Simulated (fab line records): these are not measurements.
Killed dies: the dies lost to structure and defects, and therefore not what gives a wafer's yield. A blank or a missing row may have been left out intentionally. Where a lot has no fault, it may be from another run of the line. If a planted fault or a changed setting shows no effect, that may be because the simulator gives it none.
Code-filled problem report in 8D (eight disciplines) form :: flow gf180mcu :: the parts of the form that need people (team, actions taken, sign-off) are left out

## 1. WHAT IS WRONG
Wafers free of any fault read 1428 (standard deviation 8.4) for HV_LDD_3_TW at GF_HV_LDD_TW_MEAS_38, against a mean of 1324 on 6 wafers of 2 lots. That puts it -12 standard deviations away from the usual mean.
Seen first at day 15 00:01 on film metro-04, wafer L650.2. At this step, 39 wafers from 13 lots have a number in the record. By rule, "out" or "out of limits" means more than 4 standard deviations away from the usual mean. The rest of the wafers with a number are treated as sound.

## 2. WHAT IT IS; WHAT IT IS NOT
question: which readings at this step
is: HV_LDD_3_TW
is not: -

question: which lots
is: L650, L655
is not: L640, L645, L647, L648, L649, L652, L657, L658, L660, L661, L663

question: which wafers of those lots
is: all that have a number
is not: -

question: read on which gauges
is: film metro-02, film metro-04
is not: film metro-03

question: when
is: from day 15 00:01
is not: up to then (15 sound wafers); but 18 sound wafers of L652, L657, L658, L660, L661, L663 came after

## 3. THE SUSPECTS, EACH WITH WHAT RULES IT OUT
Counting: a tool at any process step up to the reading remains a suspect when it ran all the lots that are out and ran no sound lot after the first of those.
- the gauge at GF_HV_LDD_TW_MEAS_38: ruled out. Those wafers that are out were read across 2 gauges (film metro-02, film metro-04).
- implanter-03 at GF_HV_LDD_IMPLANT_34: kept. It processed each lot that is out, first L650 at day 14 23:29, and no sound lot thereafter; up to then, the last sound lot it processed was L649 at day 14 11:34. On those wafers its own readings are out: dose ions cm2, faraday current uA.
Remaining after the count: implanter-03 at GF_HV_LDD_IMPLANT_34.

## 4. THE CAUSE (what the simulator had put in)
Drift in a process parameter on implanter-03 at GF_HV_LDD_IMPLANT_34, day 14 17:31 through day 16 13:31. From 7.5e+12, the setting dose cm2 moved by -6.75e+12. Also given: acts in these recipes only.
This tool alone remained once counting was done.

## 5. SEQUENCE OF EFFECTS, ordered by route
One row per reading whose mean, taken over the struck wafers that have a number, lies over 3 standard deviations from the usual. Only readings whose record carries a usual standard deviation are examined. hours: median over the lots of the time between each lot's start at the first step of this table that gives one and its start at this step. sigmas: the change, counted in usual standard deviations.
hours: 0
step: GF_HV_LDD_IMPLANT_34
reading: dose ions cm2
usual: 7.5e+12
on struck wafers: 7.5e+11
change: -6.7e+12
sigmas: -99 or more

hours: 0
step: GF_HV_LDD_IMPLANT_34
reading: faraday current uA
usual: 42.3
on struck wafers: 4.2
change: -38.1
sigmas: -52

hours: 1
step: GF_HV_LDD_TW_MEAS_38
reading: HV_LDD_3_TW
usual: 1428
on struck wafers: 1324
change: -104
sigmas: -12

hours: 23
step: GF_HV_LDD_RS_MEAS_53
reading: HV_LDD_RS
usual: 418.2 ohm/sq
on struck wafers: 436.6
change: +18.4
sigmas: +18
It contains these process steps:
- GF_HV_LDD_IMPLANT_34
Later measuring or inspecting steps at which every struck wafer that the step has a row for has a number for every such reading, and none has moved that far: GF_SALICIDE_THK_MEAS_05.

## 6. HOW IT WOULD HAVE BEEN CAUGHT EARLIER
Counted from the fault's start at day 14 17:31, it took 7 hours until the first out-of-limits reading at a measuring or inspecting step in this record, taken at day 15 00:01.
Tool's own readings at GF_HV_LDD_IMPLANT_34, dose ions cm2, faraday current uA: out on all struck wafers the step has rows for; an alarm limit on them would have tripped on the first.
Among the 2 lots that are out, L655 began GF_HV_LDD_IMPLANT_34 on implanter-03 after day 15 00:01. Had the tool been put on hold then, it would have been spared.
